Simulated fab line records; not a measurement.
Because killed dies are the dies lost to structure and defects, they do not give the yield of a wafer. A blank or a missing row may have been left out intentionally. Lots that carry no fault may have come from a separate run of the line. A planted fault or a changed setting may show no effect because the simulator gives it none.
One fault through the eyes of 2 desks | flow sky130 | every desk sees just its own numbers, and what lay behind them comes last

## AT THE TOOL OWNER'S DESK: iline_stepper-02
The tool's own readings at SKY_LDD_LDN_EXPOSE_04 (exposes mask LDNTM, target cd 700 nm): means of the sampled wafers that have a number, for each lot that ran on this tool. Marked OUT: a lot whose mean sits more than 4 standard deviations from the usual mean, which makes it out of limits; the brackets give that distance.
Columns: A = exposure_dose_mJ_cm2 at SKY_LDD_LDN_EXPOSE_04, usual 137.68; B = focus_offset_nm at SKY_LDD_LDN_EXPOSE_04, usual 0.0 nm
lot  | first seen here | A      | B
L677 | day 22 06:47    | 137.67 | -0.1
L678 | day 22 07:25    | 137.71 | -0.9
L680 | day 22 23:42    | 137.77 | 0.2
L683 | day 24 08:52    | 137.64 | -0.4
L684 | day 25 00:47    | 137.49 | 0.5
L694 | day 28 08:01    | 137.65 | 0.3
L697 | day 29 06:20    | 137.64 | -0.5
L700 | day 30 23:03    | 137.64 | 0.4
This desk's finding: nothing out of limits on any of the 8 lots.

## METROLOGY DESK
What the gauges read, lot by lot, whatever tool the lot ran on: means of the sampled wafers that have a number. Marked OUT: a lot whose mean sits more than 4 standard deviations from the usual mean, which makes it out of limits; the brackets give that distance.
Columns: A = VT_ADJUST_PCH_TW at SKY_VT_ADJUST_PCH_TW_MEAS_10, usual 144.3; B = LDD_N_OVL at SKY_LDD_N_OVL_MEAS_07, usual -1.2 nm; C = SD_P_OVL at SKY_SD_P_OVL_MEAS_08, usual 0.3 nm
lot  | first seen here | A     | B    | C
L677 | day 10 09:43    | 143.6 | -0.7 | 1.1
L678 | day 10 10:29    | 147.0 | -3.5 | -2.2
L680 | day 11 03:48    | 146.1 | -0.2 | 2.2
L683 | day 12 06:23    | 144.3 | -0.4 | -1.4
L684 | day 12 18:08    | 142.2 | -2.0 | 1.6
L686 | day 13 08:57    | 144.0 | -1.3 | 1.9
L691 | day 15 02:13    | 141.9 | -1.1 | -0.8
L692 | day 15 04:53    | 146.0 | -1.4 | -0.3
L694 | day 15 20:50    | 143.8 | -1.9 | 0.3
L695 | day 16 04:47    | 145.2 | -1.3 | 1.8
L697 | day 16 21:14    | 145.4 | -1.2 | -1.2
L698 | day 17 05:35    | 143.9 | -2.8 | 0.2
L700 | day 17 21:55    | 142.8 | 0.4  | -0.2
L699 | day 17 23:16    | 143.4 | -1.1 | 1.9
This desk's finding: nothing out of limits on any of the 14 lots.

## TAKEN TOGETHER
Nothing out of limits was seen by the tool owner's desk.
The metrology desk saw nothing out of limits.

## WHAT THE SIMULATOR PUT IN
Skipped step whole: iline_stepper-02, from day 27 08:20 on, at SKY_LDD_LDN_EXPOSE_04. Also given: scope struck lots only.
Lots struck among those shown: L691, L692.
